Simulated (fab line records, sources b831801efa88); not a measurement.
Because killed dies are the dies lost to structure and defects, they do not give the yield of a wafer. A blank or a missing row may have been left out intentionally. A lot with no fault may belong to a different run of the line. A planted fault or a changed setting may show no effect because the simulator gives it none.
Which tool did it? || flow sky130 || 10 lots with 30 wafers sampled at 5 steps, on a route of 708 steps

## WHAT EACH GAUGE READ, for each wafer
SKY_SONOS_ONO_OVL_MEAS_14. Usual: SONOS_ONO_OVL 0.0 nm, standard deviation 1.5.
{"lot": "L349", "measured": "day 12 13:59", "on": "overlay-02", "SONOS_ONO_OVL (nm)": "-1.7 1.3 1.2", "flag": ""}
{"lot": "L350", "measured": "day 12 21:41", "on": "overlay-01", "SONOS_ONO_OVL (nm)": "-0.4 -0.1 2.5", "flag": ""}
{"lot": "L353", "measured": "day 13 20:52", "on": "overlay-01", "SONOS_ONO_OVL (nm)": "0.5 -1.8 -1.1", "flag": ""}
{"lot": "L354", "measured": "day 14 06:48", "on": "overlay-02", "SONOS_ONO_OVL (nm)": "3.3 2.3 2.7", "flag": ""}
{"lot": "L357", "measured": "day 15 13:14", "on": "overlay-02", "SONOS_ONO_OVL (nm)": "1.3 -0.1 1.4", "flag": ""}
{"lot": "L359", "measured": "day 15 22:59", "on": "overlay-02", "SONOS_ONO_OVL (nm)": "-1.8 -1.7 -1.1", "flag": ""}
{"lot": "L360", "measured": "day 16 10:50", "on": "overlay-02", "SONOS_ONO_OVL (nm)": "-1.0 -0.4 -0.4", "flag": ""}
{"lot": "L362", "measured": "day 17 01:26", "on": "overlay-01", "SONOS_ONO_OVL (nm)": "1.3 -0.7 -2.9", "flag": ""}
{"lot": "L363", "measured": "day 17 11:13", "on": "overlay-02", "SONOS_ONO_OVL (nm)": "-0.1 -1.7 0.0", "flag": ""}
{"lot": "L365", "measured": "day 18 02:50", "on": "overlay-02", "SONOS_ONO_OVL (nm)": "-1.8 -2.8 -0.6", "flag": ""}

SKY_POLY_GATE_CD_MEAS_13 targets a cd of 150 nm. Usual: cd nm reads 150.1 nm (standard deviation 1.4).
{"lot": "L349", "measured": "day 16 02:52", "on": "cd sem-01", "cd nm (nm)": "149.2 147.5 147.5", "flag": ""}
{"lot": "L350", "measured": "day 16 13:05", "on": "cd sem-01", "cd nm (nm)": "148.0 148.6 149.0", "flag": ""}
{"lot": "L353", "measured": "day 17 15:07", "on": "cd sem-01", "cd nm (nm)": "152.4 151.4 151.7", "flag": ""}
{"lot": "L354", "measured": "day 18 03:13", "on": "cd sem-01", "cd nm (nm)": "147.6 149.1 149.6", "flag": ""}
{"lot": "L357", "measured": "day 19 12:43", "on": "cd sem-02", "cd nm (nm)": "149.0 147.6 147.5", "flag": ""}
{"lot": "L359", "measured": "day 20 01:20", "on": "cd sem-02", "cd nm (nm)": "148.5 149.4 149.2", "flag": ""}
{"lot": "L360", "measured": "day 20 13:26", "on": "cd sem-02", "cd nm (nm)": "150.1 149.0 150.0", "flag": ""}
{"lot": "L362", "measured": "day 21 02:50", "on": "cd sem-02", "cd nm (nm)": "150.3 150.0 149.5", "flag": ""}
{"lot": "L363", "measured": "day 21 18:41", "on": "cd sem-02", "cd nm (nm)": "150.9 150.8 150.3", "flag": ""}
{"lot": "L365", "measured": "day 22 06:56", "on": "cd sem-02", "cd nm (nm)": "148.7 150.0 148.7", "flag": ""}

SKY_SPACER_THK_MEAS_01. Usual: SPACER_CVD_00_THK 43.1 nm, standard deviation 0.45.
{"lot": "L349", "measured": "day 22 12:05", "on": "film metro-01", "SPACER_CVD_00_THK (nm)": "42.9 43.0 42.7", "flag": ""}
{"lot": "L350", "measured": "day 22 23:44", "on": "film metro-02", "SPACER_CVD_00_THK (nm)": "43.0 42.9 42.8", "flag": ""}
{"lot": "L353", "measured": "day 24 04:05", "on": "film metro-03", "SPACER_CVD_00_THK (nm)": "43.5 43.2 43.3", "flag": ""}
{"lot": "L354", "measured": "day 24 20:01", "on": "film metro-02", "SPACER_CVD_00_THK (nm)": "42.4 42.7 42.9", "flag": ""}
{"lot": "L357", "measured": "day 26 00:46", "on": "film metro-02", "SPACER_CVD_00_THK (nm)": "42.6 42.6 42.6", "flag": ""}
{"lot": "L359", "measured": "day 26 19:10", "on": "film metro-01", "SPACER_CVD_00_THK (nm)": "42.6 42.3 42.3", "flag": ""}
{"lot": "L360", "measured": "day 27 04:37", "on": "film metro-02", "SPACER_CVD_00_THK (nm)": "42.7 42.5 42.9", "flag": ""}
{"lot": "L362", "measured": "day 27 14:22", "on": "film metro-01", "SPACER_CVD_00_THK (nm)": "42.8 43.1 42.4", "flag": ""}
{"lot": "L363", "measured": "day 28 05:20", "on": "film metro-03", "SPACER_CVD_00_THK (nm)": "43.4 43.5 43.5", "flag": ""}
{"lot": "L365", "measured": "day 28 15:59", "on": "film metro-03", "SPACER_CVD_00_THK (nm)": "33.0 33.1 33.1", "flag": "OFF"}

## WHAT TOOL EACH LOT RAN ON (gives the tool, then ch and the chambers of the sampled wafers, and finally the start)
{"lot": "L349", "SKY_RES_PROTECT_STRIP_07": "plasma asher-04 ch 1, day 14 22:11", "SKY_SPACER_CVD_00": "lpcvd-02 ch 1, day 22 10:53"}
{"lot": "L350", "SKY_RES_PROTECT_STRIP_07": "plasma asher-01 ch 0,1, day 15 07:55", "SKY_SPACER_CVD_00": "lpcvd-02 ch 0, day 22 22:31"}
{"lot": "L353", "SKY_RES_PROTECT_STRIP_07": "plasma asher-01 ch 0,1, day 16 07:19", "SKY_SPACER_CVD_00": "lpcvd-02 ch 0, day 24 02:51"}
{"lot": "L354", "SKY_RES_PROTECT_STRIP_07": "plasma asher-01 ch 0,1, day 16 20:08", "SKY_SPACER_CVD_00": "lpcvd-02 ch 1, day 24 18:49"}
{"lot": "L357", "SKY_RES_PROTECT_STRIP_07": "plasma asher-04 ch 0,1, day 18 03:08", "SKY_SPACER_CVD_00": "lpcvd-02 ch 0, day 25 23:33"}
{"lot": "L359", "SKY_RES_PROTECT_STRIP_07": "plasma asher-04 ch 0, day 18 17:05", "SKY_SPACER_CVD_00": "lpcvd-02 ch 0, day 26 17:58"}
{"lot": "L360", "SKY_RES_PROTECT_STRIP_07": "plasma asher-02 ch 0,1, day 19 04:56", "SKY_SPACER_CVD_00": "lpcvd-02 ch 0, day 27 03:25"}
{"lot": "L362", "SKY_RES_PROTECT_STRIP_07": "plasma asher-02 ch 0,1, day 19 19:25", "SKY_SPACER_CVD_00": "lpcvd-02 ch 1, day 27 13:08"}
{"lot": "L363", "SKY_RES_PROTECT_STRIP_07": "plasma asher-02 ch 0,1, day 20 10:07", "SKY_SPACER_CVD_00": "lpcvd-02 ch 0, day 28 04:05"}
{"lot": "L365", "SKY_RES_PROTECT_STRIP_07": "plasma asher-02 ch 0,1, day 21 00:07", "SKY_SPACER_CVD_00": "lpcvd-02 ch 0, day 28 14:10"}
- SKY_RES_PROTECT_STRIP_07: strips in O2/N2.
- SKY_SPACER_CVD_00: deposits Si3N4 from DCS/NH3, target thk 43.1 nm, time 740 s.

## WHAT THE TOOLS THEMSELVES READ (means of the sampled wafers that have a number; where no wafer has one, the mark that the record gives instead)
SKY_RES_PROTECT_STRIP_07. Usual: chamber pressure mTorr 1500.0 mTorr, standard deviation 1.3; drypump motor current A 5.6 A, standard deviation 0.35; oes product au 0.518 a.u., standard deviation 0.0048; strip time to endpoint s 23.30 s, standard deviation 0.053.
{"lot": "L349", "tool": "plasma asher-04", "chamber pressure mTorr (mTorr)": 1498.8, "drypump motor current A (A)": 6.2, "oes product au (a.u.)": 0.517, "strip time to endpoint s (s)": 23.20, "flag": ""}
{"lot": "L350", "tool": "plasma asher-01", "chamber pressure mTorr (mTorr)": 1500.9, "drypump motor current A (A)": 5.4, "oes product au (a.u.)": 0.520, "strip time to endpoint s (s)": 23.39, "flag": ""}
{"lot": "L353", "tool": "plasma asher-01", "chamber pressure mTorr (mTorr)": 1501.5, "drypump motor current A (A)": 5.4, "oes product au (a.u.)": 0.519, "strip time to endpoint s (s)": 23.27, "flag": ""}
{"lot": "L354", "tool": "plasma asher-01", "chamber pressure mTorr (mTorr)": 1500.8, "drypump motor current A (A)": 5.5, "oes product au (a.u.)": 0.517, "strip time to endpoint s (s)": 23.34, "flag": ""}
{"lot": "L357", "tool": "plasma asher-04", "chamber pressure mTorr (mTorr)": 1498.8, "drypump motor current A (A)": 6.1, "oes product au (a.u.)": 0.518, "strip time to endpoint s (s)": 23.37, "flag": ""}
{"lot": "L359", "tool": "plasma asher-04", "chamber pressure mTorr (mTorr)": 1500.9, "drypump motor current A (A)": 5.8, "oes product au (a.u.)": 0.514, "strip time to endpoint s (s)": 23.34, "flag": ""}
{"lot": "L360", "tool": "plasma asher-02", "chamber pressure mTorr (mTorr)": 1501.0, "drypump motor current A (A)": 5.4, "oes product au (a.u.)": 0.513, "strip time to endpoint s (s)": 23.27, "flag": ""}
{"lot": "L362", "tool": "plasma asher-02", "chamber pressure mTorr (mTorr)": 1500.2, "drypump motor current A (A)": 5.6, "oes product au (a.u.)": 0.522, "strip time to endpoint s (s)": 23.31, "flag": ""}
{"lot": "L363", "tool": "plasma asher-02", "chamber pressure mTorr (mTorr)": 1499.1, "drypump motor current A (A)": 5.6, "oes product au (a.u.)": 0.522, "strip time to endpoint s (s)": 23.38, "flag": ""}
{"lot": "L365", "tool": "plasma asher-02", "chamber pressure mTorr (mTorr)": 1500.3, "drypump motor current A (A)": 5.6, "oes product au (a.u.)": 0.520, "strip time to endpoint s (s)": 23.25, "flag": ""}

SKY_SPACER_CVD_00. Usual: for spike tc bottom C, 788 C with a standard deviation of 4.2; for spike tc centre C, 772.1 C with a standard deviation of 1.1; for spike tc lower C, 768.9 C with a standard deviation of 1.3; for spike tc top C, 785.2 C with a standard deviation of 1.1; for spike tc upper C, 769.1 C with a standard deviation of 1.4; for susceptor temp C, 770.1 C with a standard deviation of 0.36; for zone power centre pct, 15.31 % with a standard deviation of 0.17.
{"lot": "L349", "tool": "lpcvd-02", "spike tc bottom C (C)": 793, "spike tc centre C (C)": 772.4, "spike tc lower C (C)": 770.5, "spike tc top C (C)": 786.1, "spike tc upper C (C)": 769.9, "susceptor temp C (C)": 770.1, "zone power centre pct (%)": 15.37, "flag": ""}
{"lot": "L350", "tool": "lpcvd-02", "spike tc bottom C (C)": 783, "spike tc centre C (C)": 772.1, "spike tc lower C (C)": 768.3, "spike tc top C (C)": 784.8, "spike tc upper C (C)": 768.5, "susceptor temp C (C)": 770.0, "zone power centre pct (%)": 15.42, "flag": ""}
{"lot": "L353", "tool": "lpcvd-02", "spike tc bottom C (C)": 785, "spike tc centre C (C)": 770.6, "spike tc lower C (C)": 768.3, "spike tc top C (C)": 785.9, "spike tc upper C (C)": 767.5, "susceptor temp C (C)": 770.0, "zone power centre pct (%)": 15.37, "flag": ""}
{"lot": "L354", "tool": "lpcvd-02", "spike tc bottom C (C)": 792, "spike tc centre C (C)": 771.6, "spike tc lower C (C)": 770.3, "spike tc top C (C)": 784.6, "spike tc upper C (C)": 770.0, "susceptor temp C (C)": 770.3, "zone power centre pct (%)": 15.38, "flag": ""}
{"lot": "L357", "tool": "lpcvd-02", "spike tc bottom C (C)": 784, "spike tc centre C (C)": 772.9, "spike tc lower C (C)": 768.0, "spike tc top C (C)": 785.2, "spike tc upper C (C)": 769.1, "susceptor temp C (C)": 770.3, "zone power centre pct (%)": 15.25, "flag": ""}
{"lot": "L359", "tool": "lpcvd-02", "spike tc bottom C (C)": 784, "spike tc centre C (C)": 772.4, "spike tc lower C (C)": 768.2, "spike tc top C (C)": 785.7, "spike tc upper C (C)": 769.5, "susceptor temp C (C)": 770.6, "zone power centre pct (%)": 15.31, "flag": ""}
{"lot": "L360", "tool": "lpcvd-02", "spike tc bottom C (C)": 784, "spike tc centre C (C)": 771.3, "spike tc lower C (C)": 768.0, "spike tc top C (C)": 784.5, "spike tc upper C (C)": 768.8, "susceptor temp C (C)": 770.3, "zone power centre pct (%)": 15.42, "flag": ""}
{"lot": "L362", "tool": "lpcvd-02", "spike tc bottom C (C)": 792, "spike tc centre C (C)": 771.9, "spike tc lower C (C)": 770.0, "spike tc top C (C)": 784.2, "spike tc upper C (C)": 770.0, "susceptor temp C (C)": 770.1, "zone power centre pct (%)": 15.52, "flag": ""}
{"lot": "L363", "tool": "lpcvd-02", "spike tc bottom C (C)": 784, "spike tc centre C (C)": 773.0, "spike tc lower C (C)": 767.4, "spike tc top C (C)": 785.3, "spike tc upper C (C)": 768.5, "susceptor temp C (C)": 770.1, "zone power centre pct (%)": 15.34, "flag": ""}
{"lot": "L365", "tool": "lpcvd-02", "spike tc bottom C (C)": 771, "spike tc centre C (C)": 759.4, "spike tc lower C (C)": 754.8, "spike tc top C (C)": 772.3, "spike tc upper C (C)": 754.4, "susceptor temp C (C)": 756.5, "zone power centre pct (%)": 14.70, "flag": "OFF"}

## THE ANSWER, worked out from the rows above alone
Rule: a lot counts as off when the mean over its wafers that have a number is more than 3 standard deviations away from the usual mean. Also off: a lot with no number at a reading for which 4 or more lots have one. Any other lot the step has rows for is counted as sound. First the gauges in route order, then the tools' own readings, where a lot's mean is used as printed above. At the first step where some lot is off, the reading lying furthest off is the one used; lots without a number count as furthest.
Off: at SKY_SPACER_THK_MEAS_01 (SPACER_CVD_00_THK), L365.
If a tool, at a process step before that reading, ran all the lots that are off and no sound lot after the first of them, it fits. Not tried: the gauges at SKY_SPACER_THK_MEAS_01; whatever is off there is also off at SKY_SPACER_CVD_00, on other tools, and gauge error can't account for it. Can't be told from this: 2 tools fit, plasma asher-02 at SKY_RES_PROTECT_STRIP_07, lpcvd-02 at SKY_SPACER_CVD_00.

## WHAT HAD BEEN PUT IN BY THE SIMULATOR
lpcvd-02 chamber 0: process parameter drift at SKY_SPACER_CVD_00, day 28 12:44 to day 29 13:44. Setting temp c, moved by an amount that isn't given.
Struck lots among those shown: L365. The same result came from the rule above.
